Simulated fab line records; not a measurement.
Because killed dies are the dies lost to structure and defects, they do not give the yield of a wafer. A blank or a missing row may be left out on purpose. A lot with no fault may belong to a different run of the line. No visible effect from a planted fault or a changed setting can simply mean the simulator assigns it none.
fab line records | flow sky130 | part 2 of 2: steps 38 to 50 of 50
record lots=5 | wafers=15 | last-day=50
route steps=708 shown LDD_P@265 LDD_HVN@267 LDD_HVP@278 LDD_LDN@289 SPACER@304 POLY_CUT@307
lots with no fault: from the same line, run without faults
start-h: hours from the record's first day to the start of the lot's first wafer shown | wait-h: hours elapsed since this lot's preceding step | " repeats the value in the row above | L1.1+2: a single row standing in for several wafers | - no value present, or no start provided | * or withheld: withheld | < > ~ a bound
route shown NAME@n: names a module that has steps shown in the file, with the first one's number in the route | usual: the fault-free wafers' mean and standard deviation | same: alike in all rows | chamber/n: place in a boat | sites: the reading at each site | _std_site: the standard deviation of these | _edge_site: the outer-site mean with the inner-site mean subtracted | radius-mm: for every site, how far away it sits from the centre of the wafer | mask NAME#n: copy n | behind: the most recent tool/chamber to have shaped the wafer | hold: why the lot was held/for how many hours/how that ended | device: whichever transistor did not switch (one of n, p or np) | end of line: the route-end tests of the same wafers | where a step has no rows: the recipe by itself | killed: at the first sort, the dies lost to defects and structure; wafer yield is something else | map: shows each die of a wafer: x if killed, . if not, _ if none is there
set.NAME: the setting the step ran with; set.NAME@STEP: the setting that earlier step ran with | model.NAME: the simulator's own value behind a step, which no gauge read
a table for each step, a row for each wafer; lots at some steps of the route
services: the hour from which a tool's chamber was out of use, counted from the record's first day as start-h (under 0 if before that day), plus the number of hours and why
## steps
# step SKY_LDD_LDN_TW_MEAS_13
# usual LDD_LDN_TW=1483/11
lot.wafer | tool          | chamber | start-h | wait-h | LDD_LDN_TW
L077.1    | film-metro-02 | -       | 546.87  | 0.1    | 1481
L077.5    | "             | -       | "       | "      | 1474
L077.6    | "             | -       | "       | "      | 1465
L079.1    | film-metro-01 | -       | 567.90  | 0.1    | 1475
L079.2    | "             | -       | "       | "      | 1485
L079.4    | "             | -       | "       | "      | 1491
L091.1    | film-metro-02 | -       | 677.57  | 0.1    | 1472
L091.4    | "             | -       | "       | "      | 1463
L091.6    | "             | -       | "       | "      | 1467
L095.2    | film-metro-03 | -       | 695.46  | 0.1    | 1501
L095.3    | "             | -       | "       | "      | 1499
L095.5    | "             | -       | "       | "      | 1500
L097.4    | film-metro-03 | -       | 713.40  | 0.1    | 1503
L097.5    | "             | -       | "       | "      | 1496
L097.6    | "             | -       | "       | "      | 1492
# step SKY_LDD_LDN_CLEAN_14
# recipe chemistry=SC1/SC2 | mix=1:4:20 | temp-c=70 | time-s=150 | dry=n2-spin
lot.wafer  | tool         | chamber | start-h | wait-h
L077.1+5+6 | wet-bench-02 | 3       | 546.93  | 0.1
L079.1+2+4 | wet-bench-02 | 0       | 567.96  | 0.1
L091.1+4+6 | wet-bench-03 | 0       | 677.63  | 0.1
L095.2+3+5 | wet-bench-02 | 3       | 695.51  | 0.0
L097.4+5+6 | wet-bench-04 | 3       | 713.43  | 0.0
# step SKY_SPACER_CVD_00
# recipe material=Si3N4 | precursor=DCS/NH3 | target-thk-nm=43.1 | temp-c=770 | time-s=740 | pressure-mtorr=250
# usual spike-tc-upper-C=770.4/1
lot.wafer | tool     | chamber | start-h | wait-h | spike-tc-upper-C
L077.1    | lpcvd-02 | 0       | 547.79  | 0.8    | 772.1
L077.5    | "        | 0       | "       | "      | 770.2
L077.6    | "        | 0       | "       | "      | 769.4
L079.1    | lpcvd-02 | 1       | 568.01  | 0.0    | 771.4
L079.2    | "        | 1       | "       | "      | 770.5
L079.4    | "        | 1       | "       | "      | 770.7
L091.1    | lpcvd-02 | 0       | 678.73  | 1.0    | 771.6
L091.4    | "        | 0       | "       | "      | 771.4
L091.6    | "        | 0       | "       | "      | 772.9
L095.2    | lpcvd-02 | 1       | 696.29  | 0.7    | 766.8
L095.3    | "        | 1       | "       | "      | 771.7
L095.5    | "        | 1       | "       | "      | 769.8
L097.4    | lpcvd-02 | 1       | 713.48  | 0.0    | 769.0
L097.5    | "        | 1       | "       | "      | 771.3
L097.6    | "        | 1       | "       | "      | 769.7
# step SKY_SPACER_THK_MEAS_01
# recipe reads=Si3N4_of_SPACER_CVD_00
# usual SPACER_CVD_00_THK=43.1/0.39
lot.wafer | tool          | chamber | start-h | wait-h | SPACER_CVD_00_THK[nm]
L077.1    | film-metro-02 | -       | 549.00  | 0.0    | 42.9
L077.5    | "             | -       | "       | "      | 42.7
L077.6    | "             | -       | "       | "      | 43.2
L079.1    | film-metro-01 | -       | 569.82  | 0.0    | 43.0
L079.2    | "             | -       | "       | "      | 43.1
L079.4    | "             | -       | "       | "      | 42.6
L091.1    | film-metro-01 | -       | 679.94  | 0.0    | 43.0
L091.4    | "             | -       | "       | "      | 43.1
L091.6    | "             | -       | "       | "      | 42.7
L095.2    | film-metro-01 | -       | 697.51  | 0.0    | 43.2
L095.3    | "             | -       | "       | "      | 43.3
L095.5    | "             | -       | "       | "      | 43.2
L097.4    | film-metro-02 | -       | 714.71  | 0.0    | 43.1
L097.5    | "             | -       | "       | "      | 42.4
L097.6    | "             | -       | "       | "      | 42.7
# step SKY_SPACER_ETCHBACK_02
# recipe chemistry=CH3F/O2 | target=Si3N4 | stop-on=SiO2 | source-w=400 | bias-w=80 | pressure-mtorr=25 | ch3f-flow-sccm=40 | O2_flow_sccm=30 | time-s=46.7 | target-depth-a=450
# usual ch3f-flow-sccm=40.00/0.12 | drypump-motor-current-A=5.78/0.26 | oes-product-au=0.855/0.0062 | throttle-valve-pct=10.562/0.0092
lot.wafer | tool        | chamber | start-h | wait-h | ch3f-flow-sccm | drypump-motor-current-A | oes-product-au | rf-hours-counter-h | throttle-valve-pct
L077.1    | rie-diel-04 | 1       | 549.06  | 0.1    | 39.96          | 5.66                    | 0.852          | 62                 | 10.561
L077.5    | "           | 3       | "       | "      | 40.02          | 5.63                    | 0.848          | -                  | 10.547
L077.6    | "           | 2       | "       | "      | 40.10          | 5.46                    | 0.850          | -                  | 10.558
L079.1    | rie-diel-02 | 0       | 569.88  | 0.1    | 39.88          | 5.53                    | 0.860          | 5                  | 10.561
L079.2    | "           | 2       | "       | "      | 40.04          | 5.95                    | 0.854          | 2                  | 10.563
L079.4    | "           | 1       | "       | "      | 40.10          | 5.29                    | 0.843          | 73                 | 10.569
L091.1    | rie-diel-02 | 2       | 680.00  | 0.1    | 39.97          | 5.98                    | 0.856          | 4                  | 10.562
L091.4    | "           | 3       | "       | "      | 39.83          | 6.19                    | 0.858          | 6                  | 10.563
L091.6    | "           | 0       | "       | "      | 39.86          | 5.57                    | 0.848          | -                  | 10.562
L095.2    | rie-diel-02 | 3       | 697.56  | 0.0    | 40.12          | 6.18                    | 0.857          | 6                  | 10.557
L095.3    | "           | 0       | "       | "      | 39.82          | 5.55                    | 0.862          | 9                  | 10.553
L095.5    | "           | 2       | "       | "      | 40.08          | 5.96                    | 0.857          | -                  | 10.553
L097.4    | rie-diel-02 | 3       | 714.74  | 0.0    | 39.87          | 6.16                    | 0.856          | 7                  | 10.572
L097.5    | "           | 2       | "       | "      | 40.25          | 5.97                    | 0.852          | -                  | 10.546
L097.6    | "           | 3       | "       | "      | 39.85          | 6.17                    | 0.855          | -                  | 10.559
# step SKY_POLY_CUT_DEHYDRATE_00
# recipe temp-c=200 | time-s=60
lot.wafer  | tool           | chamber | start-h | wait-h
L077.1+5+6 | litho-track-03 | 0       | 562.84  | 13.8
L079.1+2+4 | litho-track-01 | 0       | 584.40  | 14.5
L091.1+4+6 | litho-track-04 | 0       | 693.02  | 13.0
L095.2+3+5 | litho-track-04 | 0       | 709.94  | 12.4
L097.4+5+6 | litho-track-03 | 0       | 727.51  | 12.8
# step SKY_POLY_CUT_HMDS_01
# recipe prime-time-s=60 | prime-temp-c=120
lot.wafer  | tool           | chamber | start-h | wait-h
L077.1+5+6 | litho-track-03 | 0       | 562.99  | 0.1
L079.1+2+4 | litho-track-01 | 0       | 584.55  | 0.1
L091.1+4+6 | litho-track-04 | 0       | 693.17  | 0.1
L095.2+3+5 | litho-track-04 | 0       | 710.09  | 0.1
L097.4+5+6 | litho-track-03 | 0       | 727.66  | 0.1
# step SKY_POLY_CUT_COAT_02
# recipe resist=BARC | temp-c=withheld | time-s=withheld | spin-rpm=3000 | resist-thk-nm=60
lot.wafer  | tool           | chamber | start-h | wait-h
L077.1+5+6 | litho-track-03 | 0       | 563.14  | 0.1
L079.1+2+4 | litho-track-01 | 0       | 584.70  | 0.1
L091.1+4+6 | litho-track-04 | 0       | 693.32  | 0.1
L095.2+3+5 | litho-track-04 | 0       | 710.24  | 0.1
L097.4+5+6 | litho-track-03 | 0       | 727.81  | 0.1
# step SKY_POLY_CUT_COAT_03
# recipe resist=KrF-thick | spin-rpm=3000 | resist-thk-nm=450
lot.wafer  | tool           | chamber | start-h | wait-h
L077.1+5+6 | litho-track-03 | 0       | -       | -
L079.1+2+4 | litho-track-01 | 0       | -       | -
L091.1+4+6 | litho-track-04 | 0       | -       | -
L095.2+3+5 | litho-track-04 | 0       | -       | -
L097.4+5+6 | litho-track-03 | 0       | -       | -
# step SKY_POLY_CUT_SOFTBAKE_04
# recipe temp-c=100 | time-s=90 | resist=KrF-thick
lot.wafer  | tool           | chamber | start-h | wait-h
L077.1+5+6 | litho-track-03 | 0       | -       | -
L079.1+2+4 | litho-track-01 | 0       | -       | -
L091.1+4+6 | litho-track-04 | 0       | -       | -
L095.2+3+5 | litho-track-04 | 0       | -       | -
L097.4+5+6 | litho-track-03 | 0       | -       | -
# step SKY_POLY_CUT_EXPOSE_05
# recipe mask-id=NPCM | na=0.8 | source-shape=annular | sigma-inner=0.55 | sigma-outer=0.85 | target-cd-nm=270 | dose-mj=32
lot.wafer  | tool           | chamber | start-h | wait-h | mask
L077.1+5+6 | krf-scanner-01 | 0       | -       | -      | NPCM#0
L079.1+2+4 | krf-scanner-02 | 0       | -       | -      | NPCM#0
L091.1+4+6 | krf-scanner-01 | 0       | -       | -      | NPCM#0
L095.2+3+5 | krf-scanner-01 | 0       | -       | -      | NPCM#0
L097.4+5+6 | krf-scanner-02 | 0       | -       | -      | NPCM#0
# step SKY_POLY_CUT_PEB_06
# recipe peb-temp-c=withheld | peb-time-s=withheld | resist=KrF-thick
lot.wafer  | tool           | chamber | start-h | wait-h
L077.1+5+6 | litho-track-01 | 0       | -       | -
L079.1+2+4 | litho-track-04 | 0       | -       | -
L091.1+4+6 | litho-track-04 | 0       | -       | -
L095.2+3+5 | litho-track-04 | 0       | -       | -
L097.4+5+6 | litho-track-03 | 0       | -       | -
# step SKY_POLY_CUT_DEVELOP_07
# recipe develop-time-s=57.49 | resist=KrF-thick | dev-temp-c=21
lot.wafer  | tool           | chamber | start-h | wait-h
L077.1+5+6 | litho-track-01 | 0       | -       | -
L079.1+2+4 | litho-track-04 | 0       | -       | -
L091.1+4+6 | litho-track-04 | 0       | -       | -
L095.2+3+5 | litho-track-04 | 0       | -       | -
L097.4+5+6 | litho-track-03 | 0       | -       | -
## services
tool             | chamber | start-h | hours | kind
plasma-asher-03  | -       | 449.67  | 0.4   | repair
implanter-01     | -       | 452.51  | 4.6   | repair
implanter-03     | -       | 459.74  | 3.2   | repair
plasma-asher-02  | -       | 474.45  | 1.3   | repair
implanter-03     | -       | 486.97  | 73.7  | pm
plasma-asher-02  | -       | 520.88  | 7.9   | repair
plasma-asher-03  | -       | 527.54  | 0.8   | repair
implanter-02     | -       | 529.64  | 3.6   | repair
plasma-asher-04  | -       | 529.90  | 1.0   | repair
iline-stepper-02 | -       | 545.50  | 1.7   | pm
implanter-01     | -       | 554.39  | 1.2   | repair
iline-stepper-01 | -       | 555.05  | 15.9  | repair
implanter-03     | -       | 560.71  | 4.0   | pm
implanter-02     | -       | 566.79  | 3.7   | repair
implanter-02     | -       | 588.57  | 4.5   | repair
iline-stepper-01 | -       | 592.11  | 9.5   | repair
implanter-02     | -       | 594.64  | 7.0   | repair
implanter-03     | -       | 596.22  | 2.2   | repair
iline-stepper-01 | -       | 607.54  | 1.7   | pm
implanter-01     | -       | 652.42  | 4.2   | pm
plasma-asher-03  | -       | 656.28  | 3.9   | repair
plasma-asher-03  | -       | 664.84  | 1.9   | repair
plasma-asher-03  | -       | 693.33  | 40.2  | pm
implanter-03     | -       | 727.23  | 2.1   | repair
